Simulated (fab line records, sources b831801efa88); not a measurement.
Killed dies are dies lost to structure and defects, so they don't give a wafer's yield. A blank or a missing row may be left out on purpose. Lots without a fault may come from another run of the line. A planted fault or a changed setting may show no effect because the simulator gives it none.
fab line records | flow sky130
record lots=7 wafers=21 last_day=50
route steps=708 shown METAL2@503 VIA2@507 PAD_OPEN@708
lots that met no fault: from a run of the same line without faults
start_h: hours from the record's first day to the start of the lot's first wafer shown | wait_h: hours since the lot's step before | " the same as in the row above | L1.1+2: a row that stands for several wafers | - no value, or no start given | * or withheld: withheld | < > ~ a bound
route shown NAME@n: a module of which the file shows steps, and the number in the route of the first | usual: mean/standard deviation of fault-free wafers | same: alike in all rows | chamber/n: place in a boat | sites: the reading at each site | _std_site: their standard deviation | _edge_site: outer sites' mean less inner sites' | radius_mm: how far each site lies from the wafer's centre | mask NAME#n: copy n | behind: the tool/chamber that last shaped the wafer | hold: why the lot was held/for how many hours/how that ended | device: the transistor (n, p or np) that didn't switch | end of line: the same wafers' tests at the end of the route | a step without rows: its recipe alone | killed: dies lost to structure and defects at the first sort, not the wafer's yield | map: a wafer's dies, x killed, . not, _ none there
set.NAME: the setting as run; set.NAME@STEP: as run at that earlier step | model.NAME: the simulator's own value behind a step, which no gauge read
lots at some steps of the route; a table a step, a row a wafer
services: from which hour (start_h, from the record's first day; less than 0 if before it) a tool's chamber was out of use, for how many hours, and why
## steps
# step SKY_METAL2_STRIP_20
# recipe chemistry=O2/N2 power_w=1400 pressure_mtorr=1500 platen_temp_c=withheld o2_flow_sccm=3000 n2_flow_sccm=300 overash_fraction=0.5
# usual drypump_motor_current_A=5.58/0.19 o2_flow_sccm=2999/9.4 oes_product_au=0.343/0.0049 strip_time_to_endpoint_s=2.71/0.045
# columns lot.wafer tool chamber start_h wait_h drypump_motor_current_A o2_flow_sccm oes_product_au rf_hours_counter_h strip_time_to_endpoint_s
L718.2 plasma_asher-01 0 820.53 0.1 5.82 2982 0.333 69 2.69
L718.3 " 1 " " 5.51 3011 0.350 - 2.76
L718.6 " 1 " " 5.55 2991 0.348 - 2.78
L727.2 plasma_asher-02 1 897.83 0.1 5.44 3003 0.339 108 2.72
L727.4 " 1 " " 5.44 2985 0.345 - 2.69
L727.6 " 1 " " 5.50 2994 0.340 - 2.70
L728.2 plasma_asher-02 0 907.03 0.1 5.74 3003 0.343 109 2.75
L728.5 " 0 " " 5.70 3011 0.340 - 2.75
L728.6 " 1 " " 5.48 3006 0.341 - 2.76
L729.3 plasma_asher-02 0 911.63 0.1 5.70 2984 0.330 - 2.67
L729.4 " 1 " " 5.45 2992 0.341 - 2.71
L729.5 " 0 " " 5.70 2976 0.336 - 2.70
L730.3 plasma_asher-04 1 926.81 0.1 5.74 2999 0.344 - 2.64
L730.5 " 1 " " 5.72 2990 0.345 - 2.69
L730.6 " 0 " " 5.11 3007 0.335 - 2.61
L732.1 plasma_asher-04 1 935.03 0.1 5.71 2983 0.339 19 2.72
L732.2 " 0 " " 5.12 3000 0.342 19 2.70
L732.6 " 1 " " 5.72 3006 0.340 - 2.67
L738.4 plasma_asher-01 1 978.66 0.1 5.52 2994 0.339 - 2.68
L738.5 " 0 " " 5.81 2994 0.340 - 2.71
L738.6 " 1 " " 5.51 2998 0.336 - 2.70
# step SKY_METAL2_STRIP_21
# recipe chemistry=post_etch_residue_remover time_s=1200 temp_c=72.5
# step SKY_METAL2_CLEAN_22
# recipe chemistry=IPA time_s=180 temp_c=25
# step SKY_METAL2_CLEAN_23
# recipe chemistry=O3/DIW dry=n2_spin
# step SKY_VIA2_HDPCVD_00
# recipe material=SiO2 target_thk_nm=1180 sigma_open_frac=0.3 time_s=196.7 temp_c=400 sih4_flow_sccm=60 pressure_mtorr=6
# step SKY_VIA2_THK_MEAS_01
# recipe reads=SiO2_of_VIA2_HDPCVD_00
# usual VIA2_HDPCVD_THK=1177/13
# columns lot.wafer tool chamber start_h wait_h VIA2_HDPCVD_THK[nm]
L718.2 film_metro-01 - 821.26 0.1 1174
L718.3 " - " " 1202
L718.6 " - " " 1187
L727.2 film_metro-03 - 898.60 0.1 1192
L727.4 " - " " 1177
L727.6 " - " " 1190
L728.2 film_metro-03 - 907.76 0.1 1177
L728.5 " - " " 1183
L728.6 " - " " 1193
L729.3 film_metro-03 - 912.43 0.1 1203
L729.4 " - " " 1181
L729.5 " - " " 1169
L730.3 film_metro-02 - 927.62 0.1 1176
L730.5 " - " " 1178
L730.6 " - " " 1158
L732.1 film_metro-02 - 935.74 0.1 1169
L732.2 " - " " 1194
L732.6 " - " " 1171
L738.4 film_metro-02 - 979.41 0.0 1159
L738.5 " - " " 1152
L738.6 " - " " 1152
# step SKY_VIA2_CMP_02
# recipe material=SiO2 down_force_psi=4 platen_rpm=60 pad_velocity_m_s=0.94248
# usual motor_current_A=11.6/0.9 slurry_filter_dp_kPa=13.49/0.15
# columns lot.wafer tool chamber start_h wait_h motor_current_A slurry_filter_dp_kPa
L718.3 cmp-01 0 821.31 0.0 11.3 13.72
L718.2 " 2 " " 12.4 13.64
L718.6 " 1 " " 10.2 13.13
L727.2 cmp-02 1 898.65 0.0 11.6 13.65
L727.4 " 2 " " 9.8 13.56
L727.6 " 2 " " 9.7 13.48
L728.2 cmp-01 0 907.96 0.2 12.1 13.39
L728.6 " 1 " " 11.3 13.71
L728.5 " 2 " " 12.9 13.59
L729.4 cmp-02 3 912.47 0.0 12.0 13.50
L729.3 " 2 " " 9.1 13.47
L729.5 " 0 " " 10.6 13.48
L730.3 cmp-01 2 927.66 0.0 12.5 13.68
L730.6 " 2 " " 12.5 13.60
L730.5 " 3 " " 12.3 13.47
L732.1 cmp-01 0 935.98 0.2 12.0 13.50
L732.2 " 2 " " 12.3 13.50
L732.6 " 0 " " 12.8 13.48
L738.4 cmp-01 3 979.44 0.0 12.7 13.19
L738.5 " 3 " " 12.5 13.57
L738.6 " 0 " " 12.0 13.45
# step SKY_VIA2_BOW_MEAS_03
# recipe mode=bow
# usual VIA2_BOW=85/7.3
# columns lot.wafer tool chamber start_h wait_h VIA2_BOW[um]
L718.2 film_metro-01 - 821.63 0.2 83
L718.3 " - " " 92
L718.6 " - " " 79
L727.2 film_metro-03 - 898.97 0.3 77
L727.4 " - " " 94
L727.6 " - " " 65
L728.2 film_metro-03 - 908.13 0.1 84
L728.5 " - " " 82
L728.6 " - " " 80
L729.3 film_metro-01 - 912.81 0.1 93
L729.4 " - " " 92
L729.5 " - " " 94
L730.3 film_metro-03 - 928.00 0.3 91
L730.5 " - " " 98
L730.6 " - " " 101
L732.1 film_metro-02 - 936.23 0.2 85
L732.2 " - " " 84
L732.6 " - " " 93
L738.4 film_metro-02 - 979.80 0.3 83
L738.5 " - " " 77
L738.6 " - " " 81
# step SKY_VIA2_DEHYDRATE_04
# recipe temp_c=200 time_s=60
# step SKY_VIA2_HMDS_05
# recipe prime_time_s=60 prime_temp_c=120
# step SKY_VIA2_COAT_06
# recipe resist=BARC temp_c=withheld time_s=withheld spin_rpm=3000 resist_thk_nm=60
# step SKY_VIA2_COAT_07
# recipe resist=KrF-thick spin_rpm=3000 resist_thk_nm=450
# step SKY_VIA2_SOFTBAKE_08
# recipe temp_c=100 time_s=90 resist=KrF-thick
# usual heater_power_total_W=57.37/0.11 run_length_s=119.15/0.18
# columns lot.wafer tool chamber start_h wait_h heater_power_total_W run_length_s
L718.2 litho_track-03 0 834 - 57.43 119.24
L718.3 " 0 " " 57.27 119.44
L718.6 " 0 " " 57.32 119.40
L727.2 litho_track-01 0 911 - 57.37 119.06
L727.4 " 0 " " 57.24 119.11
L727.6 " 0 " " 57.25 119.03
L728.2 litho_track-01 0 920 - 78.29 64.03
L728.5 " 0 " " 78.10 63.85
L728.6 " 0 " " 78.41 63.81
L729.3 litho_track-01 0 925 - 78.05 63.74
L729.4 " 0 " " 77.98 63.70
L729.5 " 0 " " 78.43 63.88
L730.3 litho_track-04 0 940 - 57.40 118.92
L730.5 " 0 " " 57.54 119.00
L730.6 " 0 " " 57.45 118.83
L732.1 litho_track-01 0 949 - 78.06 63.83
L732.2 " 0 " " 78.07 63.71
L732.6 " 0 " " 78.03 63.82
L738.4 litho_track-03 0 991 - 57.23 119.18
L738.5 " 0 " " 57.24 119.26
L738.6 " 0 " " 57.46 119.22
# step SKY_VIA2_EXPOSE_09
# recipe mask_id=VIM2 na=0.8 source_shape=annular sigma_inner=0.55 sigma_outer=0.85 target_cd_nm=200 dose_mj=38
# step SKY_PAD_OPEN_PROBE_99
# usual defect_limited_yield=82.2/1.9 killed_at_M0_to_M3=44/6.9 killed_at_M4_up=3.3/1.8 killed_at_contacts=24/5 killed_at_front_end=16/4.6 killed_at_other=0.2/0.42 killed_dies=88/9.2 killed_open=48/7.3 killed_short=40/6.5 sort_bin_3_pad_short=0.9/0.43 sort_bin_5_function=10.6/1.5 sort_bin_6_memory=6.4/1.1 sort_n_pass=404/9.2 sort_yield_pct=82.2/1.9
# same gross_dies=492 killed_at_back_side=0 sort_bin_4_leakage[%]=0 sort_bin_8_speed[%]=0
# columns lot.wafer tool chamber start_h wait_h defect_limited_yield[%] killed_at_M0_to_M3 killed_at_M4_up killed_at_contacts killed_at_front_end killed_at_other killed_dies killed_open killed_short sort_bin_3_pad_short[%] sort_bin_5_function[%] sort_bin_6_memory[%] sort_n_pass sort_yield_pct[%]
L718.2 prober-02 - 1074.91 0.1 82.7 39 1 20 25 0 85 40 45 1.0 11.0 5.3 407 82.7
L718.3 prober-02 - 1074.96 0.2 83.3 37 1 21 23 0 82 44 38 1.0 10.2 5.5 410 83.3
L718.6 prober-02 - 1075.11 0.2 85.4 38 4 14 16 0 72 38 34 0.6 9.6 4.5 420 85.4
L727.2 prober-01 - 1133.84 0.1 79.7 57 2 19 22 0 100 53 47 0.8 13.0 6.5 392 79.7
L727.4 prober-01 - 1133.94 0.2 78.0 45 2 29 32 0 108 59 49 2.0 14.0 5.9 384 78.0
L727.6 prober-01 - 1134.04 0.2 80.3 47 4 28 18 0 97 59 38 1.4 12.0 6.3 395 80.3
L728.2 prober-02 - 1141.67 0.1 81.7 39 4 31 16 0 90 56 34 1.0 10.8 6.5 402 81.7
L728.5 prober-02 - 1141.82 0.2 81.9 52 2 25 10 0 89 54 35 0.4 11.6 6.1 403 81.9
L728.6 prober-02 - 1141.87 0.2 84.1 42 2 22 12 0 78 47 31 0.8 9.3 5.7 414 84.1
L729.3 prober-01 - 1147.92 0.2 82.5 46 5 20 15 0 86 43 43 0.8 11.0 5.7 406 82.5
L729.4 prober-01 - 1147.97 0.2 79.7 50 3 34 13 0 100 58 42 1.2 11.4 7.7 392 79.7
L729.5 prober-01 - 1148.02 0.2 82.3 41 3 30 13 0 87 45 42 1.0 8.9 7.7 405 82.3
L730.3 prober-02 - 1157.37 0.2 81.9 50 4 26 9 0 89 54 35 0.8 9.8 7.5 403 81.9
L730.5 prober-02 - 1157.47 0.2 82.9 43 4 23 14 0 84 45 39 0.6 10.4 6.1 408 82.9
L730.6 prober-02 - 1157.52 0.2 79.7 44 3 32 21 0 100 56 44 0.8 13.0 6.5 392 79.7
L732.1 prober-02 - 1164.75 0.1 83.1 46 3 20 14 0 83 49 34 1.0 9.8 6.1 409 83.1
L732.2 prober-02 - 1164.80 0.1 85.6 31 3 17 19 1 71 40 31 0.8 9.6 4.1 421 85.6
L732.6 prober-02 - 1165.00 0.2 79.3 55 1 35 11 0 102 63 39 1.2 12.8 6.7 390 79.3
L738.4 prober-02 - 1192.71 0.2 84.3 35 4 16 22 0 77 44 33 1.4 9.1 5.1 415 84.3
L738.5 prober-02 - 1192.76 0.2 81.5 51 1 20 19 0 91 52 39 1.0 11.2 6.3 401 81.5
L738.6 prober-02 - 1192.81 0.2 83.3 36 1 27 18 0 82 47 35 0.6 11.4 4.7 410 83.3
# killed by level:class
L718.2 FIELD_ISO:geometric_particle:short=8 VIA1:geometric_particle:open=8 POLY_GATE:geometric_particle:open=6 VIA2:geometric_particle:open=6 CONTACT:geometric_particle:open=6 METAL2:geometric_particle:short=5 VIA1:geometric_particle:short=5 LOCAL_INTERCONNECT:geometric_particle:short=4
L718.3 CONTACT:geometric_particle:open=11 VIA1:geometric_particle:open=9 METAL2:geometric_particle:short=7 POLY_GATE:geometric_particle:short=6 FIELD_ISO:geometric_particle:open=5 POLY_GATE:geometric_particle:open=5 VIA1:geometric_particle:short=5 CONTACT:geometric_particle:short=4
L718.6 VIA1:geometric_particle:open=9 FIELD_ISO:geometric_particle:short=5 CONTACT:geometric_particle:open=5 METAL2:geometric_particle:short=5 METAL1:geometric_particle:short=5 FIELD_ISO:geometric_particle:open=4 LI_CONTACT:geometric_particle:open=4 VIA1:geometric_particle:short=4
L727.2 VIA1:geometric_particle:open=17 VIA3:geometric_particle:open=9 FIELD_ISO:geometric_particle:short=8 LI_CONTACT:geometric_particle:open=6 VIA1:geometric_particle:short=6 FIELD_ISO:geometric_particle:open=5 VIA2:geometric_particle:short=5 CONTACT:geometric_particle:open=5
L727.4 CONTACT:geometric_particle:open=16 FIELD_ISO:geometric_particle:short=12 VIA1:geometric_particle:open=9 FIELD_ISO:geometric_particle:open=7 METAL1:geometric_particle:short=6 POLY_GATE:geometric_particle:open=5 VIA2:geometric_particle:open=5 LI_CONTACT:geometric_particle:open=5
L727.6 VIA1:geometric_particle:open=15 CONTACT:geometric_particle:open=10 LOCAL_INTERCONNECT:geometric_particle:short=7 VIA3:geometric_particle:open=7 FIELD_ISO:geometric_particle:open=6 LI_CONTACT:geometric_particle:open=5 CONTACT:geometric_particle:short=5 METAL2:geometric_particle:short=5
L728.2 CONTACT:geometric_particle:open=12 VIA1:geometric_particle:open=11 FIELD_ISO:geometric_particle:open=7 LI_CONTACT:geometric_particle:open=6 LOCAL_INTERCONNECT:geometric_particle:short=5 VIA3:geometric_particle:open=5 VIA1:geometric_particle:short=5 VIA2:geometric_particle:open=5
L728.5 CONTACT:geometric_particle:open=12 VIA1:geometric_particle:open=12 VIA3:geometric_particle:open=10 METAL2:geometric_particle:short=8 VIA2:geometric_particle:short=6 METAL1:geometric_particle:short=6 LI_CONTACT:geometric_particle:open=5 VIA2:geometric_particle:open=5
L728.6 VIA1:geometric_particle:open=13 CONTACT:geometric_particle:open=11 METAL2:geometric_particle:short=5 VIA2:geometric_particle:open=5 VIA3:geometric_particle:open=5 LI_CONTACT:geometric_particle:open=4 VIA1:geometric_particle:short=4 POLY_GATE:geometric_particle:open=3
L729.3 CONTACT:geometric_particle:open=11 METAL1:geometric_particle:short=8 VIA1:geometric_particle:open=8 VIA3:geometric_particle:open=7 FIELD_ISO:geometric_particle:short=6 METAL2:geometric_particle:short=6 VIA1:geometric_particle:short=5 FIELD_ISO:geometric_particle:open=3
L729.4 CONTACT:geometric_particle:open=14 VIA1:geometric_particle:open=13 VIA2:geometric_particle:open=8 LI_CONTACT:geometric_particle:open=7 VIA1:geometric_particle:short=6 VIA3:geometric_particle:open=6 CONTACT:geometric_particle:short=5 VIA3:geometric_particle:short=5
L729.5 CONTACT:geometric_particle:open=13 VIA1:geometric_particle:open=11 METAL2:geometric_particle:short=9 POLY_GATE:geometric_particle:short=6 VIA3:geometric_particle:open=6 LI_CONTACT:geometric_particle:open=5 LOCAL_INTERCONNECT:geometric_particle:short=5 CONTACT:geometric_particle:short=5
L730.3 CONTACT:geometric_particle:open=12 VIA1:geometric_particle:open=11 VIA3:geometric_particle:open=9 VIA2:geometric_particle:open=6 CONTACT:geometric_particle:short=6 METAL3:geometric_particle:short=5 FIELD_ISO:geometric_particle:short=4 METAL1:geometric_particle:short=4
L730.5 VIA3:geometric_particle:open=9 LI_CONTACT:geometric_particle:open=8 CONTACT:geometric_particle:open=7 CONTACT:geometric_particle:short=6 METAL3:geometric_particle:short=6 VIA1:geometric_particle:open=6 POLY_GATE:geometric_particle:short=5 VIA1:geometric_particle:short=5
L730.6 CONTACT:geometric_particle:open=12 LI_CONTACT:geometric_particle:open=11 VIA1:geometric_particle:open=10 METAL2:geometric_particle:short=8 VIA2:geometric_particle:open=7 FIELD_ISO:geometric_particle:short=6 POLY_GATE:geometric_particle:short=6 VIA3:geometric_particle:open=6
L732.1 VIA1:geometric_particle:open=15 CONTACT:geometric_particle:open=6 LI_CONTACT:geometric_particle:open=5 METAL2:geometric_particle:short=5 VIA2:geometric_particle:open=5 FIELD_ISO:geometric_particle:open=4 POLY_GATE:geometric_particle:short=4 VIA3:geometric_particle:open=4
L732.2 VIA1:geometric_particle:open=10 CONTACT:geometric_particle:open=7 VIA3:geometric_particle:short=5 FIELD_ISO:geometric_particle:open=4 CONTACT:geometric_particle:short=4 METAL1:geometric_particle:short=4 FIELD_ISO:geometric_particle:short=3 SPACER:geometric_particle:open=3
L732.6 VIA1:geometric_particle:open=16 CONTACT:geometric_particle:open=13 VIA3:geometric_particle:open=10 LI_CONTACT:geometric_particle:open=9 METAL1:geometric_particle:short=7 VIA2:geometric_particle:open=6 POLY_GATE:geometric_particle:short=4 LI_CONTACT:geometric_particle:short=4
L738.4 CONTACT:geometric_particle:open=8 VIA1:geometric_particle:open=8 FIELD_ISO:geometric_particle:open=7 VIA1:geometric_particle:short=5 VIA3:geometric_particle:open=5 FIELD_ISO:geometric_particle:short=4 METAL1:geometric_particle:short=4 METAL2:geometric_particle:short=4
L738.5 VIA1:geometric_particle:open=13 VIA3:geometric_particle:open=8 LI_CONTACT:geometric_particle:open=7 VIA2:geometric_particle:open=7 METAL1:geometric_particle:short=6 FIELD_ISO:geometric_particle:open=5 POLY_GATE:geometric_particle:short=5 LOCAL_INTERCONNECT:geometric_particle:short=4
L738.6 VIA1:geometric_particle:open=12 CONTACT:geometric_particle:open=10 LI_CONTACT:geometric_particle:open=9 FIELD_ISO:geometric_particle:short=6 METAL2:geometric_particle:short=6 FIELD_ISO:geometric_particle:open=5 VIA2:geometric_particle:open=5 LI_CONTACT:geometric_particle:short=4
## services
# columns tool chamber start_h hours kind
plasma_asher-02 - 804.33 2.8 pm
plasma_asher-04 - 850.34 1.8 repair
cmp-01 - 880.53 0.4 repair
cmp-02 - 883.50 0.4 repair
plasma_asher-02 - 889.13 4.6 repair
cmp-01 - 912.16 4.0 pm
cmp-01 - 916.16 - consumable_replace:conditioner
cmp-01 - 916.16 - consumable_replace:pad
plasma_asher-01 - 926.37 9.3 repair
plasma_asher-04 - 969.31 1.4 repair
cmp-02 - 982.77 2.4 repair
## key
first_sign step=SKY_VIA2_SOFTBAKE_08 reading=run_length_s direction=down sigmas=99+ usual=* struck=*
effect step=SKY_VIA2_SOFTBAKE_08 reading=heater_power_total_W direction=up sigmas=99+ usual=* struck=*
met_at SKY_VIA2_SOFTBAKE_08
struck_wafers L728.2,L728.5,L728.6,L729.3,L729.4,L729.5,L732.1,L732.2,L732.6
loop_trim step=SKY_VIA2_EXPOSE_09 setting=dose lots=L732
onset_between 911 920
fault kind=process_parameter_drift tool=litho_track-01 chamber=- onset_h=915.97 steps=SKY_VIA2_SOFTBAKE_08 channel=time_s offset=* shape=step end_h=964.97 acts_in=* stated=*
# loop_trim: a control loop set the setting to another value than it would have without faults
